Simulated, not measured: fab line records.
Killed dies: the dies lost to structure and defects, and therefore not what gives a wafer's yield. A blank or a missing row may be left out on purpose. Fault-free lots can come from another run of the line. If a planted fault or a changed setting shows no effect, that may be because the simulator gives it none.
Shared-tool check ; flow gf180mcu ; Sampled: 12 lots, 39 wafers

## REASON IT WAS OPENED
Flagged at GF_HV_LDD_CD_MEAS_07: reading cd nm, on 1 of 12 lots. Wafers without a fault read 400.1 nm, standard deviation 2.5.
Rule: flag the lot when none of its wafers has a number, or when each of its wafers that has one lies beyond 4 standard deviations from that mean. As for the other lots, they are considered sound.

lot;measured;on;cd nm (nm), wafer by wafer;flag
L620;day 10 08:13;cd sem-02;398.7 397.2 396.7;
L621;day 10 18:32;cd sem-02;402.6 401.6 401.6;
L622;day 11 02:43;cd sem-02;399.1 399.4 399.7;
L623;day 11 08:15;cd sem-02;395.9 394.5 394.1;
L625;day 11 18:56;cd sem-01;399.6 398.9 401.8;
L626;day 12 03:36;cd sem-02;396.5 397.2 398.9;
L629;day 13 01:55;cd sem-01;398.4 396.8 399.6;
L628;day 13 02:13;cd sem-02;398.1 398.1 398.4;
L630;day 13 09:30;cd sem-02;396.6 398.9 400.3;
L632;day 13 22:53;cd sem-01;401.6 401.0 402.3;
L635;day 14 22:44;cd sem-01;321.6 323.7 320.9 321.8 323.4 321.1;FLAGGED
L639;day 16 01:34;cd sem-01;399.5 401.2 399.9;
The mean of the flagged lots' numbers is 322.1 nm, -78.0 nm from the usual (-31 standard deviations).

## WHICH TOOL RAN EACH LOT
The record holds 2 process steps before the reading, out of a route of 602 steps. Cell contents, in order: the tool; ch with the chambers the sampled wafers went through; the start.
lot;flag;GF_LVPWELL_STRIP_10;GF_HV_LDD_EXPOSE_04
L620;;plasma asher-03 ch 0, day 4 01:09;iline stepper-01 ch 0, day 9 23:52
L621;;plasma asher-03 ch 0,1, day 4 09:13;iline stepper-01 ch 0, day 10 10:01
L622;;plasma asher-03 ch 1, day 4 13:43;iline stepper-02 ch 0, day 10 18:00
L623;;plasma asher-04 ch 0,1, day 4 19:34;iline stepper-01 ch 0, day 10 23:33
L625;;plasma asher-04 ch 0,1, day 5 08:44;iline stepper-02 ch 0, day 11 10:11
L626;;plasma asher-04 ch 0,1, day 5 12:20;iline stepper-02 ch 0, day 11 18:20
L629;;plasma asher-02 ch 0,1, day 6 05:17;iline stepper-01 ch 0, day 12 16:18
L628;;plasma asher-02 ch 0,1, day 6 00:57;iline stepper-01 ch 0, day 12 16:33
L630;;plasma asher-03 ch 0,1, day 6 14:03;iline stepper-02 ch 0, day 13 00:10
L632;;plasma asher-02 ch 0,1, day 6 23:35;iline stepper-01 ch 0, day 13 12:58
L635;FLAGGED;plasma asher-03 ch 1, day 7 16:30;iline stepper-01 ch 0, day 14 12:17
L639;;plasma asher-04 ch 0,1, day 8 13:37;iline stepper-02 ch 0, day 15 14:28
These steps, and what they do:
- GF_LVPWELL_STRIP_10: strips in O2/N2.
- GF_HV_LDD_EXPOSE_04: exposes mask Nplus LV AREA, target cd 400 nm.
- GF_HV_LDD_CD_MEAS_07: target cd 400 nm.

## FLAGGED OVER TOTAL, TOOL BY TOOL (the gauges that took the reading come last)
step;tool;lots run;flagged;share of the flagged lots;sound lots run after its first flagged lot
GF_LVPWELL_STRIP_10;plasma asher-02;3;0;none;-
GF_LVPWELL_STRIP_10;plasma asher-03;5;1;all;0
GF_LVPWELL_STRIP_10;plasma asher-04;4;0;none;-
GF_HV_LDD_EXPOSE_04;iline stepper-01;7;1;all;0
GF_HV_LDD_EXPOSE_04;iline stepper-02;5;0;none;-
GF_HV_LDD_CD_MEAS_07;cd sem-01;5;1;all;1 (L639)
GF_HV_LDD_CD_MEAS_07;cd sem-02;7;0;none;-

## WHAT IS ALLOWED BY THE TABLE
Rows of the table that ran every flagged lot, 3 in all: plasma asher-03 at GF_LVPWELL_STRIP_10, iline stepper-01 at GF_HV_LDD_EXPOSE_04, cd sem-01 at GF_HV_LDD_CD_MEAS_07.
- plasma asher-03 at GF_LVPWELL_STRIP_10 ran 5 lots, 1 of them flagged. A fault beginning between L630 (day 6 14:03), its last sound lot, and L635 (day 7 16:30), its first flagged one, fits the data.
- iline stepper-01 at GF_HV_LDD_EXPOSE_04 ran 7 lots, 1 of them flagged. A fault beginning between L632 (day 13 12:58), its last sound lot, and L635 (day 14 12:17), its first flagged one, fits the data.
- cd sem-01 at GF_HV_LDD_CD_MEAS_07 ran 5 lots, 1 of them flagged. Sound lots ran on it after the first flagged one (L639), which a lasting fault on the whole tool wouldn't allow.
Counting lots can't tell these 2 tools apart, because each fits a fault that began at some hour. More lots, or a look at what each step does to the wafer, might.

## WHAT THE SIMULATOR PUT IN
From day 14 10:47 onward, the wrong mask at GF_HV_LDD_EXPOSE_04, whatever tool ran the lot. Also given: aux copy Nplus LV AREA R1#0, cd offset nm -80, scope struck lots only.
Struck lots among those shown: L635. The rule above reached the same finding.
